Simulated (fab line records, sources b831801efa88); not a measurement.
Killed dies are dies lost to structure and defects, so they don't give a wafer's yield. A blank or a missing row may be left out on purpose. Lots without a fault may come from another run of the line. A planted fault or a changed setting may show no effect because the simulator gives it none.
Which tool did it? | flow sky130 | 24 lots, 72 wafers sampled, at 6 steps of a route of 708

WHAT THE GAUGES READ, wafer by wafer
The record holds no reading of a measuring or inspecting step that can be judged against a usual standard deviation.

WHICH TOOL RAN EACH LOT (tool, then ch and the chambers of the sampled wafers, then the start)
lot  | SKY_LOCAL_INTERCONNECT_METAL_ETCH_14 | SKY_CONTACT_CVD_00              | SKY_CONTACT_CMP_04            | SKY_METAL3_DESCUM_15              | SKY_CAP2M_SPUTTER_02         | SKY_VIA4_SPUTTER_17
L075 | rie_metal-04 ch 0,1, day 30 06:08    | pecvd-02 ch 0,1,2, day 30 06:47 | cmp-01 ch 1,2,3, day 30 07:04 | rie_metal-02 ch 0,1, day 38 07:50 | pvd_sputter-03, day 39 12:34 | pvd_sputter-04, day 42 15:24
L074 | rie_metal-04 ch 0,1, day 30 08:05    | pecvd-04 ch 0,1,2, day 30 08:43 | cmp-02 ch 1,2,3, day 30 09:03 | rie_metal-02 ch 0, day 38 10:37   | pvd_sputter-02, day 39 15:13 | pvd_sputter-03, day 42 18:20
L076 | rie_metal-04 ch 0,1, day 30 19:19    | pecvd-04 ch 0,1,2, day 30 19:58 | cmp-02 ch 0,3, day 30 20:11   | rie_metal-02 ch 0,1, day 38 19:56 | pvd_sputter-02, day 40 00:12 | pvd_sputter-01, day 43 03:09
L077 | rie_metal-02 ch 0,1, day 31 01:17    | pecvd-02 ch 0,1,2, day 31 01:55 | cmp-01 ch 1,2, day 31 02:09   | rie_metal-01 ch 0, day 39 01:41   | pvd_sputter-03, day 40 05:38 | pvd_sputter-03, day 43 07:28
L078 | rie_metal-02 ch 0,1, day 31 16:17    | pecvd-04 ch 0,1,2, day 31 16:55 | cmp-01 ch 0,1,2, day 31 17:14 | rie_metal-02 ch 0,1, day 39 18:59 | pvd_sputter-03, day 40 23:44 | pvd_sputter-04, day 44 01:03
L079 | rie_metal-01 ch 0,1, day 32 00:10    | pecvd-02 ch 1,2, day 32 00:49   | cmp-02 ch 0,1, day 32 01:02   | rie_metal-02 ch 0,1, day 39 22:19 | pvd_sputter-03, day 41 01:58 | pvd_sputter-04, day 44 02:17
L080 | rie_metal-02 ch 0, day 32 04:56      | pecvd-01 ch 0,2, day 32 05:37   | cmp-01 ch 1,2,3, day 32 05:50 | rie_metal-02 ch 0,1, day 40 02:48 | pvd_sputter-03, day 41 06:21 | pvd_sputter-03, day 44 05:38
L081 | rie_metal-02 ch 0,1, day 32 14:22    | pecvd-02 ch 0,1,2, day 32 15:05 | cmp-01 ch 0,1,3, day 32 15:18 | rie_metal-01 ch 0,1, day 40 13:18 | pvd_sputter-04, day 41 17:19 | pvd_sputter-01, day 44 16:53
L082 | rie_metal-01 ch 0,1, day 32 18:41    | pecvd-02 ch 0,2, day 32 19:20   | cmp-02 ch 0,1,2, day 32 19:37 | rie_metal-02 ch 0, day 40 17:27   | pvd_sputter-03, day 41 21:07 | pvd_sputter-01, day 44 21:29
L083 | rie_metal-01 ch 1, day 33 05:15      | pecvd-04 ch 0,2, day 33 05:57   | cmp-02 ch 0,1,2, day 33 06:14 | rie_metal-04 ch 0,1, day 41 03:28 | pvd_sputter-03, day 42 06:47 | pvd_sputter-01, day 45 05:17
L084 | rie_metal-02 ch 0,1, day 33 16:42    | pecvd-01 ch 0,1, day 33 17:19   | cmp-02 ch 0,1, day 33 17:33   | rie_metal-02 ch 0,1, day 41 13:04 | pvd_sputter-03, day 42 16:02 | pvd_sputter-01, day 45 15:18
L085 | rie_metal-02 ch 0,1, day 34 00:29    | pecvd-02 ch 0,1,2, day 34 01:07 | cmp-02 ch 0,1,2, day 34 01:24 | rie_metal-02 ch 0,1, day 41 21:38 | pvd_sputter-02, day 43 00:49 | pvd_sputter-03, day 45 22:53
L086 | rie_metal-02 ch 0,1, day 34 03:03    | pecvd-04 ch 0,2, day 34 03:41   | cmp-01 ch 1,2, day 34 05:17   | rie_metal-04 ch 0,1, day 42 00:13 | pvd_sputter-03, day 43 02:47 | pvd_sputter-04, day 46 02:23
L087 | rie_metal-04 ch 0,1, day 34 13:53    | pecvd-01 ch 0,1,2, day 34 14:32 | cmp-01 ch 0,1, day 34 14:46   | rie_metal-01 ch 0, day 42 06:15   | pvd_sputter-03, day 43 08:58 | pvd_sputter-03, day 46 05:48
L088 | rie_metal-04 ch 1, day 34 20:58      | pecvd-02 ch 1,2, day 34 21:41   | cmp-02 ch 0,1,3, day 34 22:02 | rie_metal-01 ch 0, day 42 13:25   | pvd_sputter-03, day 43 15:43 | pvd_sputter-01, day 46 12:13
L089 | rie_metal-01 ch 0,1, day 34 21:23    | pecvd-04 ch 0,1, day 34 22:07   | cmp-01 ch 0,3, day 34 22:20   | rie_metal-02 ch 0,1, day 42 15:25 | pvd_sputter-03, day 43 17:37 | pvd_sputter-01, day 46 13:50
L090 | rie_metal-01 ch 0,1, day 35 09:26    | pecvd-01 ch 0,2, day 35 10:07   | cmp-01 ch 1,2, day 35 10:21   | rie_metal-01 ch 0, day 43 00:32   | pvd_sputter-03, day 44 03:07 | pvd_sputter-04, day 46 21:26
L091 | rie_metal-02 ch 0,1, day 35 15:32    | pecvd-04 ch 0,1,2, day 35 16:11 | cmp-01 ch 0,2,3, day 35 16:27 | rie_metal-02 ch 0,1, day 43 06:02 | pvd_sputter-04, day 44 07:58 | pvd_sputter-01, day 47 01:43
L092 | rie_metal-04 ch 1, day 35 18:39      | pecvd-02 ch 0,1,2, day 35 19:23 | cmp-02 ch 1,3, day 35 19:37   | rie_metal-04 ch 0,1, day 43 08:37 | pvd_sputter-02, day 44 10:43 | pvd_sputter-04, day 47 04:54
L093 | rie_metal-02 ch 0,1, day 35 22:51    | pecvd-04 ch 0,1,2, day 35 23:35 | cmp-01 ch 1,2, day 35 23:49   | rie_metal-04 ch 0,1, day 43 13:40 | pvd_sputter-02, day 44 14:17 | pvd_sputter-04, day 47 07:56
L094 | rie_metal-02 ch 1, day 36 22:11      | pecvd-02 ch 0,1,2, day 36 22:53 | cmp-01 ch 2,3, day 36 23:06   | rie_metal-01 ch 0,1, day 44 09:27 | pvd_sputter-03, day 45 10:05 | pvd_sputter-03, day 48 00:07
L095 | rie_metal-02 ch 0,1, day 37 08:56    | pecvd-01 ch 0,1,2, day 37 09:35 | cmp-01 ch 0,2,3, day 37 09:49 | rie_metal-04 ch 0,1, day 44 21:18 | pvd_sputter-04, day 45 22:34 | pvd_sputter-01, day 48 12:37
L097 | rie_metal-01 ch 1, day 37 17:14      | pecvd-04 ch 1,2, day 37 17:52   | cmp-02 ch 0,1,2, day 37 18:09 | rie_metal-02 ch 0, day 45 02:07   | pvd_sputter-04, day 46 03:14 | pvd_sputter-01, day 48 17:05
L096 | rie_metal-04 ch 0,1, day 38 02:50    | pecvd-02 ch 0,1, day 38 03:28   | cmp-01 ch 1,2, day 38 03:44   | rie_metal-04 ch 0,1, day 45 10:28 | pvd_sputter-04, day 46 10:01 | pvd_sputter-01, day 48 22:35
- SKY_LOCAL_INTERCONNECT_METAL_ETCH_14: etches TiN in Cl2/BCl3, stops on PSG, target depth 110 nm, time 31.4 s.
- SKY_CONTACT_CVD_00: deposits Si3N4, target thk 75 nm.
- SKY_CONTACT_CMP_04: polishes SiO2.
- SKY_METAL3_DESCUM_15: chemistry O2, time 8 s.
- SKY_CAP2M_SPUTTER_02: material TiN, target thk 200 nm, time 166.7 s.
- SKY_VIA4_SPUTTER_17: material TiN, target thk 20 nm, time 80 s.

WHAT THE TOOLS THEMSELVES READ (means of the sampled wafers that have a number; where no wafer has one, the mark that the record gives instead)
SKY_LOCAL_INTERCONNECT_METAL_ETCH_14. Usual: bias_w 48.52 W, standard deviation 0.15; drypump_motor_current_A 5.7 A, standard deviation 0.37; he_backside_leak_sccm 3.30 sccm, standard deviation 0.28; oes_product_au 0.941 a.u., standard deviation 0.0068; throttle_valve_pct 21.901 %, standard deviation 0.0097.
lot  | tool         | bias_w (W) | drypump_motor_current_A (A) | he_backside_leak_sccm (sccm) | oes_product_au (a.u.) | throttle_valve_pct (%) | flag
L075 | rie_metal-04 | 48.75      | 5.7                         | 3.28                         | 0.947                 | 21.898                 |
L074 | rie_metal-04 | 48.59      | 5.7                         | 3.22                         | 0.945                 | 21.909                 |
L076 | rie_metal-04 | 48.42      | 5.4                         | 3.41                         | 0.943                 | 21.893                 |
L077 | rie_metal-02 | 48.44      | 5.7                         | 3.13                         | 0.948                 | 21.885                 |
L078 | rie_metal-02 | 48.66      | 6.0                         | 3.37                         | 0.943                 | 21.903                 |
L079 | rie_metal-01 | 48.48      | 5.6                         | 3.44                         | 0.942                 | 21.898                 |
L080 | rie_metal-02 | 48.51      | 6.2                         | 3.38                         | 0.932                 | 21.913                 |
L081 | rie_metal-02 | 48.54      | 5.7                         | 3.19                         | 0.942                 | 21.903                 |
L082 | rie_metal-01 | 48.39      | 5.6                         | 3.23                         | 0.937                 | 21.905                 |
L083 | rie_metal-01 | 48.55      | 5.7                         | 3.62                         | 0.937                 | 21.902                 |
L084 | rie_metal-02 | 48.58      | 6.0                         | 3.28                         | 0.937                 | 21.905                 |
L085 | rie_metal-02 | 48.54      | 5.7                         | 3.19                         | 0.950                 | 21.896                 |
L086 | rie_metal-02 | 48.36      | 5.7                         | 3.19                         | 0.940                 | 21.909                 |
L087 | rie_metal-04 | 48.40      | 5.4                         | 3.36                         | 0.948                 | 21.898                 |
L088 | rie_metal-04 | 48.60      | 6.0                         | 3.24                         | 0.932                 | 21.900                 |
L089 | rie_metal-01 | 48.57      | 5.6                         | 3.44                         | 0.944                 | 21.896                 |
L090 | rie_metal-01 | 48.44      | 5.6                         | 3.51                         | 0.941                 | 21.894                 |
L091 | rie_metal-02 | 48.57      | 5.7                         | 3.19                         | 0.939                 | 21.904                 |
L092 | rie_metal-04 | 48.36      | 6.0                         | 3.21                         | 0.940                 | 21.904                 |
L093 | rie_metal-02 | 48.34      | 6.0                         | 3.22                         | 0.935                 | 21.897                 |
L094 | rie_metal-02 | 48.37      | 5.5                         | 2.99                         | 0.937                 | 21.898                 |
L095 | rie_metal-02 | 48.59      | 6.0                         | 3.31                         | 0.947                 | 21.901                 |
L097 | rie_metal-01 | 48.49      | 5.7                         | 3.59                         | 0.938                 | 21.899                 |
L096 | rie_metal-04 | 48.47      | 5.4                         | 3.34                         | 0.942                 | 21.895                 |

SKY_CONTACT_CVD_00. Usual: heater_power_w 699 W, standard deviation 77.
lot  | tool     | heater_power_w (W) | flag
L075 | pecvd-02 | 667                |
L074 | pecvd-04 | 704                |
L076 | pecvd-04 | 706                |
L077 | pecvd-02 | 669                |
L078 | pecvd-04 | 734                |
L079 | pecvd-02 | 618                |
L080 | pecvd-01 | 768                |
L081 | pecvd-02 | 684                |
L082 | pecvd-02 | 655                |
L083 | pecvd-04 | 668                |
L084 | pecvd-01 | 731                |
L085 | pecvd-02 | 665                |
L086 | pecvd-04 | 795                |
L087 | pecvd-01 | 713                |
L088 | pecvd-02 | 658                |
L089 | pecvd-04 | 677                |
L090 | pecvd-01 | 730                |
L091 | pecvd-04 | 734                |
L092 | pecvd-02 | 652                |
L093 | pecvd-04 | 729                |
L094 | pecvd-02 | 613                |
L095 | pecvd-01 | 732                |
L097 | pecvd-04 | 845                |
L096 | pecvd-02 | 628                |

SKY_CONTACT_CMP_04. Usual: motor_current_A 12.0 A, standard deviation 1.1; retaining_ring_pressure_frac 1.000, standard deviation 0.0047; time_to_endpoint_s 80 s, standard deviation 4.
lot  | tool   | motor_current_A (A) | retaining_ring_pressure_frac | time_to_endpoint_s (s) | flag
L075 | cmp-01 | 12.0                | 1.003                        | 80                     |
L074 | cmp-02 | 11.8                | 1.000                        | 82                     |
L076 | cmp-02 | 12.8                | 0.997                        | 78                     |
L077 | cmp-01 | 12.6                | 1.000                        | 81                     |
L078 | cmp-01 | 11.7                | 1.000                        | 79                     |
L079 | cmp-02 | 13.0                | 0.999                        | 80                     |
L080 | cmp-01 | 11.7                | 1.000                        | 85                     |
L081 | cmp-01 | 11.0                | 1.003                        | 80                     |
L082 | cmp-02 | 12.1                | 1.002                        | 80                     |
L083 | cmp-02 | 12.1                | 0.998                        | 82                     |
L084 | cmp-02 | 13.2                | 0.998                        | 79                     |
L085 | cmp-02 | 12.5                | 0.996                        | 76                     |
L086 | cmp-01 | 12.6                | 0.999                        | 80                     |
L087 | cmp-01 | 11.4                | 1.001                        | 80                     |
L088 | cmp-02 | 12.0                | 1.001                        | 82                     |
L089 | cmp-01 | 10.9                | 0.998                        | 76                     |
L090 | cmp-01 | 13.0                | 0.997                        | 79                     |
L091 | cmp-01 | 11.4                | 0.996                        | 79                     |
L092 | cmp-02 | 12.0                | 0.997                        | 84                     |
L093 | cmp-01 | 12.3                | 1.004                        | 80                     |
L094 | cmp-01 | 11.6                | 0.996                        | 77                     |
L095 | cmp-01 | 11.4                | 1.002                        | 82                     |
L097 | cmp-02 | 12.3                | 1.006                        | 77                     |
L096 | cmp-01 | 12.9                | 1.002                        | 83                     |

SKY_METAL3_DESCUM_15. Usual: drypump_motor_current_A 5.7 A, standard deviation 0.39; he_backside_leak_sccm 3.32 sccm, standard deviation 0.2; oes_product_au 0.999 a.u., standard deviation 0.01.
lot  | tool         | drypump_motor_current_A (A) | he_backside_leak_sccm (sccm) | oes_product_au (a.u.) | flag
L075 | rie_metal-02 | 6.0                         | 3.20                         | 0.988                 |
L074 | rie_metal-02 | 6.2                         | 3.34                         | 0.980                 |
L076 | rie_metal-02 | 6.0                         | 3.33                         | 0.991                 |
L077 | rie_metal-01 | 5.4                         | 3.33                         | 0.999                 |
L078 | rie_metal-02 | 6.0                         | 3.28                         | 0.992                 |
L079 | rie_metal-02 | 6.0                         | 3.23                         | 0.986                 |
L080 | rie_metal-02 | 6.0                         | 3.32                         | 0.992                 |
L081 | rie_metal-01 | 5.6                         | 3.34                         | 1.003                 |
L082 | rie_metal-02 | 6.2                         | 3.43                         | 0.989                 |
L083 | rie_metal-04 | 5.4                         | 3.50                         | 1.000                 |
L084 | rie_metal-02 | 5.7                         | 3.20                         | 1.005                 |
L085 | rie_metal-02 | 5.7                         | 3.16                         | 1.003                 |
L086 | rie_metal-04 | 5.4                         | 3.34                         | 1.001                 |
L087 | rie_metal-01 | 5.5                         | 3.65                         | 1.003                 |
L088 | rie_metal-01 | 5.4                         | 3.40                         | 1.006                 |
L089 | rie_metal-02 | 5.7                         | 3.22                         | 0.993                 |
L090 | rie_metal-01 | 5.5                         | 3.60                         | 1.010                 |
L091 | rie_metal-02 | 6.0                         | 3.34                         | 1.000                 |
L092 | rie_metal-04 | 5.4                         | 3.23                         | 1.006                 |
L093 | rie_metal-04 | 5.7                         | 3.30                         | 1.013                 |
L094 | rie_metal-01 | 5.6                         | 3.47                         | 0.999                 |
L095 | rie_metal-04 | 5.7                         | 3.23                         | 1.001                 |
L097 | rie_metal-02 | 6.2                         | 3.32                         | 0.992                 |
L096 | rie_metal-04 | 5.7                         | 3.21                         | 0.992                 |

SKY_CAP2M_SPUTTER_02. Usual: throttle_valve_pct 30.0 %, standard deviation 0.63.
lot  | tool           | throttle_valve_pct (%) | flag
L075 | pvd_sputter-03 | 29.8                   |
L074 | pvd_sputter-02 | 29.6                   |
L076 | pvd_sputter-02 | 29.2                   |
L077 | pvd_sputter-03 | 30.4                   |
L078 | pvd_sputter-03 | 30.4                   |
L079 | pvd_sputter-03 | 29.7                   |
L080 | pvd_sputter-03 | 29.6                   |
L081 | pvd_sputter-04 | 30.2                   |
L082 | pvd_sputter-03 | 30.0                   |
L083 | pvd_sputter-03 | 30.5                   |
L084 | pvd_sputter-03 | 30.4                   |
L085 | pvd_sputter-02 | 29.3                   |
L086 | pvd_sputter-03 | 30.0                   |
L087 | pvd_sputter-03 | 30.8                   |
L088 | pvd_sputter-03 | 30.3                   |
L089 | pvd_sputter-03 | 29.9                   |
L090 | pvd_sputter-03 | 30.3                   |
L091 | pvd_sputter-04 | 30.0                   |
L092 | pvd_sputter-02 | 29.9                   |
L093 | pvd_sputter-02 | 29.2                   |
L094 | pvd_sputter-03 | 30.6                   |
L095 | pvd_sputter-04 | 29.9                   |
L097 | pvd_sputter-04 | 30.0                   |
L096 | pvd_sputter-04 | 30.1                   |

SKY_VIA4_SPUTTER_17. Usual: throttle_valve_pct 29.9 %, standard deviation 0.54.
lot  | tool           | throttle_valve_pct (%) | flag
L075 | pvd_sputter-04 | 30.1                   |
L074 | pvd_sputter-03 | 30.3                   |
L076 | pvd_sputter-01 | 29.6                   |
L077 | pvd_sputter-03 | 30.1                   |
L078 | pvd_sputter-04 | 29.9                   |
L079 | pvd_sputter-04 | 30.1                   |
L080 | pvd_sputter-03 | 30.7                   |
L081 | pvd_sputter-01 | 29.8                   |
L082 | pvd_sputter-01 | 29.8                   |
L083 | pvd_sputter-01 | 29.6                   |
L084 | pvd_sputter-01 | 29.6                   |
L085 | pvd_sputter-03 | 30.4                   |
L086 | pvd_sputter-04 | 30.2                   |
L087 | pvd_sputter-03 | 30.5                   |
L088 | pvd_sputter-01 | 29.9                   |
L089 | pvd_sputter-01 | 29.5                   |
L090 | pvd_sputter-04 | 29.9                   |
L091 | pvd_sputter-01 | 29.9                   |
L092 | pvd_sputter-04 | 29.9                   |
L093 | pvd_sputter-04 | 30.1                   |
L094 | pvd_sputter-03 | 30.6                   |
L095 | pvd_sputter-01 | 29.6                   |
L097 | pvd_sputter-01 | 29.5                   |
L096 | pvd_sputter-01 | 29.6                   |

THE ANSWER, worked out from the rows above alone
Rule: a lot is off if the mean of its wafers that have a number lies more than 3 standard deviations from the usual mean. A lot without any number at a reading at which 4 lots or more have one is off too. The other lots that the step has rows for count as sound. The gauges are gone through in route order, then the tools' own readings, and for those a lot's mean is taken as printed above. The first step at which some lot is off is used, and at that step the reading that is off furthest; a lot without a number counts as furthest.
No lot is off at any reading shown: from this, nothing can be told.

WHAT THE SIMULATOR HAD PUT IN
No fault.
